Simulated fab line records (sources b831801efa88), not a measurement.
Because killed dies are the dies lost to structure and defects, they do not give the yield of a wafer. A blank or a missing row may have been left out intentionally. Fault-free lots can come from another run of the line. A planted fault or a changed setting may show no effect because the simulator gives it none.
fab line records :: flow sky130 :: part 2 of 2: steps 43 to 43 of 43
record:
  lots: 6
  wafers: 18
  last_day: 48
route steps=708 shown METAL4@629 VIA4@639 METAL5@661 PAD_OPEN@708
lots untouched by any fault: they come from a run of this same line in which no faults occurred
start_h: hours from the record's first day to the start of the lot's first wafer shown :: wait_h: hours elapsed since this lot's preceding step :: " unchanged from the row above :: L1.1+2: one row covering several wafers at once :: - no value, or no start was given :: * or withheld: withheld :: < > ~ a bound
route shown NAME@n: a module of which the file shows steps, and the number in the route of the first :: usual: mean and standard deviation over wafers with no fault :: same: alike in all rows :: chamber/n: place in a boat :: sites: each site's reading :: _std_site: standard deviation across them :: _edge_site: inner sites' mean taken away from outer sites' mean :: radius_mm: how far each site lies from the wafer's centre :: mask NAME#n: copy n :: behind: tool/chamber where the wafer was last shaped :: hold: the reason the lot was held/the length of the hold in hours/how it ended :: device: names the non-switching transistor (n, p or np) :: end of line: the route-end tests of the same wafers :: a step without rows: its recipe alone :: killed: at the first sort, the dies lost to defects and structure; wafer yield is something else :: map: a wafer's dies, x killed, . not, _ none there
set.NAME: the setting as run; set.NAME@STEP: as run at that earlier step :: model.NAME: the simulator's own value behind a step, which no gauge read
lots seen at some steps along the route; tables by step, rows by wafer
services: from which hour (start_h, from the record's first day; less than 0 if before it) a tool's chamber was out of use, for how many hours, and why
== steps ==
step: SKY_PAD_OPEN_PROBE_99
usual:
  defect_limited_yield: 82.6/1.8
  killed_at_M0_to_M3: 43/6.6
  killed_at_M4_up: 3.4/1.8
  killed_at_contacts: 24/4.9
  killed_at_front_end: 15/4.1
  killed_at_other: 0.3/0.55
  killed_dies: 85/8.8
  killed_on_rim: 17/3.7
  killed_open: 46/6.1
  killed_short: 39/5.7
  sort_bin_3_pad_short: 0.9/0.41
  sort_bin_5_function: 10.1/1.5
  sort_bin_6_memory: 6.4/1
  sort_n_pass: 407/8.8
  sort_yield_pct: 82.6/1.8
same:
  gross_dies: 492
  killed_at_back_side: 0
  sort_bin_4_leakage[%]: 0
  sort_bin_8_speed[%]: 0
lot.wafer: L730.1
tool: prober-01
chamber: -
start_h: 1093.30
wait_h: 0.1
defect_limited_yield[%]: 79.5
killed_at_M0_to_M3: 52
killed_at_M4_up: 7
killed_at_contacts: 28
killed_at_front_end: 14
killed_at_other: 0
killed_dies: 101
killed_on_rim: 20
killed_open: 57
killed_short: 44
sort_bin_3_pad_short[%]: 1.4
sort_bin_5_function[%]: 11.6
sort_bin_6_memory[%]: 7.5
sort_n_pass: 391
sort_yield_pct[%]: 79.5
model.etest.tester.sort_n_pass: 391
model.etest.tester.sort_yield_pct: 79.47
model.etest.tester.sort_bin_5_pct: 11.59
model.etest.tester.sort_bin_6_pct: 7.52
model.etest.tester.sort_bin_3_pct: 1.423

lot.wafer: L730.2
tool: prober-01
chamber: -
start_h: 1093.35
wait_h: 0.1
defect_limited_yield[%]: 81.9
killed_at_M0_to_M3: 35
killed_at_M4_up: 3
killed_at_contacts: 33
killed_at_front_end: 17
killed_at_other: 1
killed_dies: 89
killed_on_rim: 17
killed_open: 47
killed_short: 41
sort_bin_3_pad_short[%]: 1.2
sort_bin_5_function[%]: 12.2
sort_bin_6_memory[%]: 4.7
sort_n_pass: 403
sort_yield_pct[%]: 81.9
model.etest.tester.sort_n_pass: 403
model.etest.tester.sort_yield_pct: 81.91
model.etest.tester.sort_bin_5_pct: 12.2
model.etest.tester.sort_bin_6_pct: 4.675
model.etest.tester.sort_bin_3_pct: 1.22

lot.wafer: L730.4
tool: prober-01
chamber: -
start_h: 1093.45
wait_h: 0.2
defect_limited_yield[%]: 81.1
killed_at_M0_to_M3: 45
killed_at_M4_up: 5
killed_at_contacts: 31
killed_at_front_end: 12
killed_at_other: 0
killed_dies: 93
killed_on_rim: 27
killed_open: 41
killed_short: 52
sort_bin_3_pad_short[%]: 1.0
sort_bin_5_function[%]: 10.6
sort_bin_6_memory[%]: 7.3
sort_n_pass: 399
sort_yield_pct[%]: 81.1
model.etest.tester.sort_n_pass: 399
model.etest.tester.sort_yield_pct: 81.1
model.etest.tester.sort_bin_5_pct: 10.57
model.etest.tester.sort_bin_6_pct: 7.317
model.etest.tester.sort_bin_3_pct: 1.016

lot.wafer: L735.4
tool: prober-02
chamber: -
start_h: 1120.13
wait_h: 0.2
defect_limited_yield[%]: 82.9
killed_at_M0_to_M3: 40
killed_at_M4_up: 3
killed_at_contacts: 24
killed_at_front_end: 17
killed_at_other: 0
killed_dies: 84
killed_on_rim: 20
killed_open: 44
killed_short: 37
sort_bin_3_pad_short[%]: 0.8
sort_bin_5_function[%]: 8.9
sort_bin_6_memory[%]: 7.3
sort_n_pass: 408
sort_yield_pct[%]: 82.9
model.etest.tester.sort_n_pass: 408
model.etest.tester.sort_yield_pct: 82.93
model.etest.tester.sort_bin_5_pct: 8.943
model.etest.tester.sort_bin_6_pct: 7.317
model.etest.tester.sort_bin_3_pct: 0.813

lot.wafer: L735.5
tool: prober-02
chamber: -
start_h: 1120.18
wait_h: 0.2
defect_limited_yield[%]: 81.9
killed_at_M0_to_M3: 36
killed_at_M4_up: 7
killed_at_contacts: 30
killed_at_front_end: 16
killed_at_other: 0
killed_dies: 89
killed_on_rim: 18
killed_open: 47
killed_short: 41
sort_bin_3_pad_short[%]: 0.2
sort_bin_5_function[%]: 10.8
sort_bin_6_memory[%]: 7.1
sort_n_pass: 403
sort_yield_pct[%]: 81.9
model.etest.tester.sort_n_pass: 403
model.etest.tester.sort_yield_pct: 81.91
model.etest.tester.sort_bin_5_pct: 10.77
model.etest.tester.sort_bin_6_pct: 7.114
model.etest.tester.sort_bin_3_pct: 0.2033

lot.wafer: L735.6
tool: prober-02
chamber: -
start_h: 1120.23
wait_h: 0.2
defect_limited_yield[%]: 82.1
killed_at_M0_to_M3: 46
killed_at_M4_up: 6
killed_at_contacts: 18
killed_at_front_end: 18
killed_at_other: 0
killed_dies: 88
killed_on_rim: 25
killed_open: 46
killed_short: 42
sort_bin_3_pad_short[%]: 1.2
sort_bin_5_function[%]: 9.3
sort_bin_6_memory[%]: 7.3
sort_n_pass: 404
sort_yield_pct[%]: 82.1
model.etest.tester.sort_n_pass: 404
model.etest.tester.sort_yield_pct: 82.11
model.etest.tester.sort_bin_5_pct: 9.35
model.etest.tester.sort_bin_6_pct: 7.317
model.etest.tester.sort_bin_3_pct: 1.22

lot.wafer: L739.3
tool: prober-02
chamber: -
start_h: 1139.37
wait_h: 0.2
defect_limited_yield[%]: 82.5
killed_at_M0_to_M3: 40
killed_at_M4_up: 4
killed_at_contacts: 28
killed_at_front_end: 13
killed_at_other: 1
killed_dies: 86
killed_on_rim: 19
killed_open: 48
killed_short: 38
sort_bin_3_pad_short[%]: 1.6
sort_bin_5_function[%]: 8.9
sort_bin_6_memory[%]: 6.9
sort_n_pass: 406
sort_yield_pct[%]: 82.5
model.etest.tester.sort_n_pass: 406
model.etest.tester.sort_yield_pct: 82.52
model.etest.tester.sort_bin_5_pct: 8.943
model.etest.tester.sort_bin_6_pct: 6.911
model.etest.tester.sort_bin_3_pct: 1.626

lot.wafer: L739.4
tool: prober-02
chamber: -
start_h: 1139.42
wait_h: 0.2
defect_limited_yield[%]: 81.5
killed_at_M0_to_M3: 46
killed_at_M4_up: 4
killed_at_contacts: 23
killed_at_front_end: 18
killed_at_other: 0
killed_dies: 91
killed_on_rim: 18
killed_open: 50
killed_short: 41
sort_bin_3_pad_short[%]: 0.4
sort_bin_5_function[%]: 10.4
sort_bin_6_memory[%]: 7.7
sort_n_pass: 401
sort_yield_pct[%]: 81.5
model.etest.tester.sort_n_pass: 401
model.etest.tester.sort_yield_pct: 81.5
model.etest.tester.sort_bin_5_pct: 10.37
model.etest.tester.sort_bin_6_pct: 7.724
model.etest.tester.sort_bin_3_pct: 0.4065

lot.wafer: L739.5
tool: prober-02
chamber: -
start_h: 1139.47
wait_h: 0.2
defect_limited_yield[%]: 79.9
killed_at_M0_to_M3: 49
killed_at_M4_up: 3
killed_at_contacts: 35
killed_at_front_end: 12
killed_at_other: 0
killed_dies: 99
killed_on_rim: 18
killed_open: 52
killed_short: 47
sort_bin_3_pad_short[%]: 0.8
sort_bin_5_function[%]: 11.8
sort_bin_6_memory[%]: 7.5
sort_n_pass: 393
sort_yield_pct[%]: 79.9
model.etest.tester.sort_n_pass: 393
model.etest.tester.sort_yield_pct: 79.88
model.etest.tester.sort_bin_5_pct: 11.79
model.etest.tester.sort_bin_6_pct: 7.52
model.etest.tester.sort_bin_3_pct: 0.813

lot.wafer: L741.2
tool: prober-02
chamber: -
start_h: 1149.46
wait_h: 0.1
defect_limited_yield[%]: 83.1
killed_at_M0_to_M3: 35
killed_at_M4_up: 3
killed_at_contacts: 31
killed_at_front_end: 14
killed_at_other: 0
killed_dies: 83
killed_on_rim: 14
killed_open: 49
killed_short: 34
sort_bin_3_pad_short[%]: 0.4
sort_bin_5_function[%]: 9.3
sort_bin_6_memory[%]: 7.1
sort_n_pass: 409
sort_yield_pct[%]: 83.1
model.etest.tester.sort_n_pass: 409
model.etest.tester.sort_yield_pct: 83.13
model.etest.tester.sort_bin_5_pct: 9.35
model.etest.tester.sort_bin_6_pct: 7.114
model.etest.tester.sort_bin_3_pct: 0.4065

lot.wafer: L741.3
tool: prober-02
chamber: -
start_h: 1149.51
wait_h: 0.2
defect_limited_yield[%]: 82.7
killed_at_M0_to_M3: 45
killed_at_M4_up: 2
killed_at_contacts: 19
killed_at_front_end: 19
killed_at_other: 0
killed_dies: 85
killed_on_rim: 14
killed_open: 45
killed_short: 40
sort_bin_3_pad_short[%]: 0.8
sort_bin_5_function[%]: 9.1
sort_bin_6_memory[%]: 7.3
sort_n_pass: 407
sort_yield_pct[%]: 82.7
model.etest.tester.sort_n_pass: 407
model.etest.tester.sort_yield_pct: 82.72
model.etest.tester.sort_bin_5_pct: 9.146
model.etest.tester.sort_bin_6_pct: 7.317
model.etest.tester.sort_bin_3_pct: 0.813

lot.wafer: L741.4
tool: prober-02
chamber: -
start_h: 1149.56
wait_h: 0.2
defect_limited_yield[%]: 83.3
killed_at_M0_to_M3: 51
killed_at_M4_up: 1
killed_at_contacts: 17
killed_at_front_end: 13
killed_at_other: 0
killed_dies: 82
killed_on_rim: 13
killed_open: 46
killed_short: 36
sort_bin_3_pad_short[%]: 0.4
sort_bin_5_function[%]: 9.1
sort_bin_6_memory[%]: 7.1
sort_n_pass: 410
sort_yield_pct[%]: 83.3
model.etest.tester.sort_n_pass: 410
model.etest.tester.sort_yield_pct: 83.33
model.etest.tester.sort_bin_5_pct: 9.146
model.etest.tester.sort_bin_6_pct: 7.114
model.etest.tester.sort_bin_3_pct: 0.4065

lot.wafer: L742.1
tool: prober-01
chamber: -
start_h: 1151.88
wait_h: 0.1
defect_limited_yield[%]: 57.3
killed_at_M0_to_M3: 46
killed_at_M4_up: 134
killed_at_contacts: 13
killed_at_front_end: 17
killed_at_other: 0
killed_dies: 210
killed_on_rim: 33
killed_open: 44
killed_short: 35
sort_bin_3_pad_short[%]: 4.1
sort_bin_5_function[%]: 27.2
sort_bin_6_memory[%]: 11.4
sort_n_pass: 282
sort_yield_pct[%]: 57.3
model.etest.tester.sort_n_pass: 282
model.etest.tester.sort_yield_pct: 57.32
model.etest.tester.sort_bin_5_pct: 27.24
model.etest.tester.sort_bin_6_pct: 11.38
model.etest.tester.sort_bin_3_pct: 4.065

lot.wafer: L742.3
tool: prober-01
chamber: -
start_h: 1151.98
wait_h: 0.2
defect_limited_yield[%]: 57.3
killed_at_M0_to_M3: 42
killed_at_M4_up: 129
killed_at_contacts: 19
killed_at_front_end: 18
killed_at_other: 2
killed_dies: 210
killed_on_rim: 44
killed_open: 40
killed_short: 44
sort_bin_3_pad_short[%]: 2.4
sort_bin_5_function[%]: 25.6
sort_bin_6_memory[%]: 14.6
sort_n_pass: 282
sort_yield_pct[%]: 57.3
model.etest.tester.sort_n_pass: 282
model.etest.tester.sort_yield_pct: 57.32
model.etest.tester.sort_bin_5_pct: 25.61
model.etest.tester.sort_bin_6_pct: 14.63
model.etest.tester.sort_bin_3_pct: 2.439

lot.wafer: L742.4
tool: prober-01
chamber: -
start_h: 1152.03
wait_h: 0.2
defect_limited_yield[%]: 61.2
killed_at_M0_to_M3: 42
killed_at_M4_up: 119
killed_at_contacts: 15
killed_at_front_end: 14
killed_at_other: 1
killed_dies: 191
killed_on_rim: 35
killed_open: 33
killed_short: 40
sort_bin_3_pad_short[%]: 2.2
sort_bin_5_function[%]: 24.0
sort_bin_6_memory[%]: 12.6
sort_n_pass: 301
sort_yield_pct[%]: 61.2
model.etest.tester.sort_n_pass: 301
model.etest.tester.sort_yield_pct: 61.18
model.etest.tester.sort_bin_5_pct: 23.98
model.etest.tester.sort_bin_6_pct: 12.6
model.etest.tester.sort_bin_3_pct: 2.236

lot.wafer: L743.2
tool: prober-02
chamber: -
start_h: 1155.25
wait_h: 0.1
defect_limited_yield[%]: 61.4
killed_at_M0_to_M3: 42
killed_at_M4_up: 119
killed_at_contacts: 19
killed_at_front_end: 10
killed_at_other: 0
killed_dies: 190
killed_on_rim: 34
killed_open: 43
killed_short: 31
sort_bin_3_pad_short[%]: 3.0
sort_bin_5_function[%]: 23.4
sort_bin_6_memory[%]: 12.2
sort_n_pass: 302
sort_yield_pct[%]: 61.4
model.etest.tester.sort_n_pass: 302
model.etest.tester.sort_yield_pct: 61.38
model.etest.tester.sort_bin_5_pct: 23.37
model.etest.tester.sort_bin_6_pct: 12.2
model.etest.tester.sort_bin_3_pct: 3.049

lot.wafer: L743.3
tool: prober-02
chamber: -
start_h: 1155.30
wait_h: 0.2
defect_limited_yield[%]: 63.8
killed_at_M0_to_M3: 35
killed_at_M4_up: 114
killed_at_contacts: 21
killed_at_front_end: 8
killed_at_other: 0
killed_dies: 178
killed_on_rim: 38
killed_open: 42
killed_short: 25
sort_bin_3_pad_short[%]: 1.4
sort_bin_5_function[%]: 20.7
sort_bin_6_memory[%]: 14.0
sort_n_pass: 314
sort_yield_pct[%]: 63.8
model.etest.tester.sort_n_pass: 314
model.etest.tester.sort_yield_pct: 63.82
model.etest.tester.sort_bin_5_pct: 20.73
model.etest.tester.sort_bin_6_pct: 14.02
model.etest.tester.sort_bin_3_pct: 1.423

lot.wafer: L743.4
tool: prober-02
chamber: -
start_h: 1155.35
wait_h: 0.2
defect_limited_yield[%]: 62.8
killed_at_M0_to_M3: 33
killed_at_M4_up: 123
killed_at_contacts: 16
killed_at_front_end: 11
killed_at_other: 0
killed_dies: 183
killed_on_rim: 36
killed_open: 27
killed_short: 33
sort_bin_3_pad_short[%]: 2.0
sort_bin_5_function[%]: 23.6
sort_bin_6_memory[%]: 11.6
sort_n_pass: 309
sort_yield_pct[%]: 62.8
model.etest.tester.sort_n_pass: 309
model.etest.tester.sort_yield_pct: 62.8
model.etest.tester.sort_bin_5_pct: 23.58
model.etest.tester.sort_bin_6_pct: 11.59
model.etest.tester.sort_bin_3_pct: 2.033
killed by level:class
L730.1 CONTACT:geometric_particle:open=16 METAL2:geometric_particle:short=12 VIA1:geometric_particle:open=9 VIA2:geometric_particle:open=8 VIA1:geometric_particle:short=7 VIA3:geometric_particle:open=7 LI_CONTACT:geometric_particle:open=6 FIELD_ISO:geometric_particle:short=4
L730.2 VIA1:geometric_particle:open=10 CONTACT:geometric_particle:open=9 LI_CONTACT:geometric_particle:open=7 LOCAL_INTERCONNECT:geometric_particle:short=6 CONTACT:geometric_particle:short=5 VIA3:geometric_particle:open=5 FIELD_ISO:geometric_particle:short=4 LI_CONTACT:geometric_particle:short=4
L730.4 CONTACT:geometric_particle:open=10 METAL1:geometric_particle:short=7 VIA2:geometric_particle:short=7 LI_CONTACT:geometric_particle:short=6 LI_CONTACT:geometric_particle:open=6 CONTACT:geometric_particle:short=6 VIA1:geometric_particle:open=6 POLY_GATE:geometric_particle:short=5
L735.4 VIA1:geometric_particle:open=9 LI_CONTACT:geometric_particle:open=8 POLY_GATE:geometric_particle:open=7 FIELD_ISO:geometric_particle:short=5 VIA3:geometric_particle:short=5 CONTACT:geometric_particle:short=5 CONTACT:geometric_particle:open=5 VIA1:geometric_particle:short=4
L735.5 CONTACT:geometric_particle:open=17 VIA3:geometric_particle:open=7 METAL1:geometric_particle:short=6 LI_CONTACT:geometric_particle:open=6 FIELD_ISO:geometric_particle:short=5 POLY_GATE:geometric_particle:short=5 VIA1:geometric_particle:short=5 VIA2:geometric_particle:open=5
L735.6 VIA1:geometric_particle:open=17 CONTACT:geometric_particle:open=8 SPACER:geometric_particle:open=5 CONTACT:geometric_particle:short=5 METAL2:geometric_particle:short=5 FIELD_ISO:geometric_particle:short=4 POLY_GATE:geometric_particle:short=4 METAL1:geometric_particle:short=4
L739.3 LI_CONTACT:geometric_particle:open=13 CONTACT:geometric_particle:open=7 VIA2:geometric_particle:open=7 VIA1:geometric_particle:short=7 VIA3:geometric_particle:open=6 LI_CONTACT:geometric_particle:short=5 POLY_GATE:geometric_particle:open=4 VIA1:geometric_particle:open=4
L739.4 LI_CONTACT:geometric_particle:open=11 VIA1:geometric_particle:open=11 VIA2:geometric_particle:open=7 VIA2:geometric_particle:short=6 FIELD_ISO:geometric_particle:short=5 FIELD_ISO:geometric_particle:open=5 CONTACT:geometric_particle:short=5 METAL2:geometric_particle:short=5
L739.5 CONTACT:geometric_particle:open=11 VIA1:geometric_particle:short=8 VIA2:geometric_particle:open=8 VIA3:geometric_particle:open=7 LI_CONTACT:geometric_particle:short=7 VIA1:geometric_particle:open=6 LI_CONTACT:geometric_particle:open=6 CONTACT:geometric_particle:short=5
L741.2 VIA1:geometric_particle:open=12 CONTACT:geometric_particle:open=11 LI_CONTACT:geometric_particle:open=8 LOCAL_INTERCONNECT:geometric_particle:short=8 VIA2:geometric_particle:open=6 METAL1:geometric_particle:short=5 VIA3:geometric_particle:open=5 FIELD_ISO:geometric_particle:open=3
L741.3 VIA1:geometric_particle:open=13 METAL1:geometric_particle:short=7 FIELD_ISO:geometric_particle:open=6 LOCAL_INTERCONNECT:geometric_particle:short=6 VIA3:geometric_particle:short=5 VIA2:geometric_particle:open=5 CONTACT:geometric_particle:open=5 VIA3:geometric_particle:open=5
L741.4 VIA1:geometric_particle:open=16 VIA2:geometric_particle:open=9 METAL2:geometric_particle:short=9 METAL1:geometric_particle:short=6 CONTACT:geometric_particle:open=5 LI_CONTACT:geometric_particle:open=5 VIA3:geometric_particle:open=5 FIELD_ISO:geometric_particle:short=4
L742.1 VIA4:unspecified=131 VIA1:geometric_particle:open=11 METAL2:geometric_particle:short=9 FIELD_ISO:geometric_particle:open=6 LI_CONTACT:geometric_particle:open=6 VIA3:geometric_particle:open=5 VIA2:geometric_particle:open=5 METAL1:geometric_particle:short=4
L742.3 VIA4:unspecified=125 VIA1:geometric_particle:open=9 METAL1:geometric_particle:short=5 LOCAL_INTERCONNECT:geometric_particle:short=5 VIA1:geometric_particle:short=5 VIA3:geometric_particle:short=5 VIA3:geometric_particle:open=5 FIELD_ISO:geometric_particle:short=4
L742.4 VIA4:unspecified=117 METAL1:geometric_particle:short=9 VIA2:geometric_particle:open=7 CONTACT:geometric_particle:open=6 METAL2:geometric_particle:short=6 VIA1:geometric_particle:short=5 VIA1:geometric_particle:open=5 POLY_GATE:geometric_particle:open=4
L743.2 VIA4:unspecified=116 VIA1:geometric_particle:open=15 METAL2:geometric_particle:short=7 CONTACT:geometric_particle:open=6 LI_CONTACT:geometric_particle:open=5 CONTACT:geometric_particle:short=5 VIA2:geometric_particle:open=4 VIA3:geometric_particle:open=4
L743.3 VIA4:unspecified=111 CONTACT:geometric_particle:open=12 VIA1:geometric_particle:open=7 VIA3:geometric_particle:open=6 VIA2:geometric_particle:open=5 CONTACT:geometric_particle:short=4 METAL1:geometric_particle:short=4 VIA1:geometric_particle:short=4
L743.4 VIA4:unspecified=123 METAL2:geometric_particle:short=6 FIELD_ISO:geometric_particle:short=5 VIA1:geometric_particle:open=5 LI_CONTACT:geometric_particle:open=4 CONTACT:geometric_particle:open=4 METAL1:geometric_particle:short=4 VIA1:geometric_particle:short=4
map L742.1 (x killed, . not)
__________...x.xx..._________
________....xx......x._______
______x.x.x..xx....xx..x_____
_____.x.xx..xx.x.xx.x.x.x____
____..x.xx.x...xxxx...xxx.___
___x.xxx..xx.x.xxxxx.xx....__
__.x...xx.x...x.xxx.x.x.xx.._
_...........xxx.xx.x.....xx.x
_xx...x.xxxx..xx.x....xx...x.
_..x.xxxx..x.....x.x.........
_.....xx..xx.....xx.xxx..x.x.
_x..xx..x..x..xxx...x.x.xx..x
_xx.x...x..xxxx..xx....xx.x..
_....xxxxx......xx.x.x.xxx..x
_xx...x...x.xxx.x......x..x.x
__xxx..x..xxx.x.xxxx..x....._
___..x...xx.x.x.x.xxx....xx__
____..x..x..xx...xx.xx...x___
_____.x...x...x.x.x.xx..x____
______...xxx..x..xxxx..._____
________x.xx.x..x..x.._______
__________...x....x._________
map L743.2 (x killed, . not)
__________..xxx...xx_________
________.x.....xx.x..._______
______..x....x.x....x.xx_____
_____.x.xxx.x.x.x..xxx...____
____.........x.x.xxx..x.x.___
___x....x.xx.xx..x.xx.x.x..__
__x.x.....xx....x.....xxxxx._
_......xxxxx....x......xx....
_.xx.x.x..x..xx.xx......xx...
_xxx..x.....x.x.x.x.xx.xx.xx.
_.x...x...x.xx..x...x..xx....
_x..xxx.x......x.x.xxx....xxx
_xx.xxxx..x...x..xx...x..x.xx
_.x....xx.........x.x...xx..x
_..x.x....xx.xxxx.xxxxx.x....
__.....xx..x..x.....xx.xxxxx_
___xxxx...x..x.xx....x...xx__
____x.........x..x.x..x...___
_____.....x.....x..x...x.____
______x..x...xxx.x.x...._____
________x.x...x.xx..x._______
__________..xx......_________
== services ==
tool: cvd_w-01
chamber: -
start_h: 974.82
hours: 1.2
kind: repair

tool: rie_diel-01
chamber: 1
start_h: 977.62
hours: 4.6
kind: repair

tool: rie_diel-01
chamber: 0
start_h: 978.64
hours: 4.1
kind: repair

tool: cmp-02
chamber: -
start_h: 982.01
hours: 14.5
kind: pm

tool: cmp-01
chamber: -
start_h: 994.02
hours: 3.9
kind: repair

tool: pvd_sputter-01
chamber: -
start_h: 997.81
hours: 0.7
kind: repair

tool: pvd_sputter-02
chamber: -
start_h: 1002.10
hours: 4.2
kind: repair

tool: cmp-02
chamber: -
start_h: 1005.25
hours: 2.3
kind: repair

tool: cmp-02
chamber: -
start_h: 1009.93
hours: 3.9
kind: pm

tool: cvd_w-01
chamber: -
start_h: 1010.96
hours: 0.6
kind: repair

tool: cvd_w-02
chamber: -
start_h: 1024.26
hours: 6.0
kind: pm

tool: cmp-01
chamber: -
start_h: 1026.63
hours: 5.9
kind: repair

tool: rie_diel-01
chamber: 3
start_h: 1032.34
hours: 19.2
kind: repair

tool: cmp-01
chamber: -
start_h: 1047.98
hours: 2.3
kind: repair

tool: cmp-02
chamber: -
start_h: 1048.48
hours: 0.8
kind: repair

tool: cvd_w-02
chamber: 0
start_h: 1052.73
hours: 4.5
kind: repair

tool: cmp-02
chamber: -
start_h: 1053.92
hours: 5.8
kind: pm

tool: pvd_sputter-03
chamber: -
start_h: 1054.24
hours: 5.1
kind: repair

tool: cvd_w-01
chamber: -
start_h: 1058.50
hours: 6.9
kind: pm

tool: cmp-01
chamber: -
start_h: 1059.84
hours: 5.9
kind: pm

tool: pvd_sputter-01
chamber: -
start_h: 1061.42
hours: 31.2
kind: repair

tool: pvd_sputter-03
chamber: -
start_h: 1077.57
hours: 2.4
kind: repair

tool: cmp-02
chamber: -
start_h: 1084.00
hours: 4.0
kind: pm

tool: pvd_sputter-03
chamber: -
start_h: 1085.66
hours: 2.0
kind: repair
== key ==
first_sign:
  step: SKY_PAD_OPEN_PROBE_99
  reading: killed_at_M4_up
  direction: up
  sigmas: 65
  usual: 3.4
  struck: 123
effect:
  step: SKY_PAD_OPEN_PROBE_99
  reading: defect_limited_yield
  direction: down
  sigmas: 12
  usual: 82.6
  struck: 60.6
model_effect:
  step: SKY_PAD_OPEN_PROBE_99
  value: etest.tester.sort_n_pass
  without: 404.5
  struck: 298.3
met_at SKY_VIA4_CMP_02
struck_wafers L742.1,L742.3,L742.4,L743.2,L743.3,L743.4
onset_between 1064.68 1068.55
also_fits time
fault:
  kind: chamber_particle_source
  tool: cmp-02
  chamber: -
  onset_h: 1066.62
  steps: SKY_VIA4_CMP_02
  rate_per_visit_cm2: 0.58076
  end_h: 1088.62
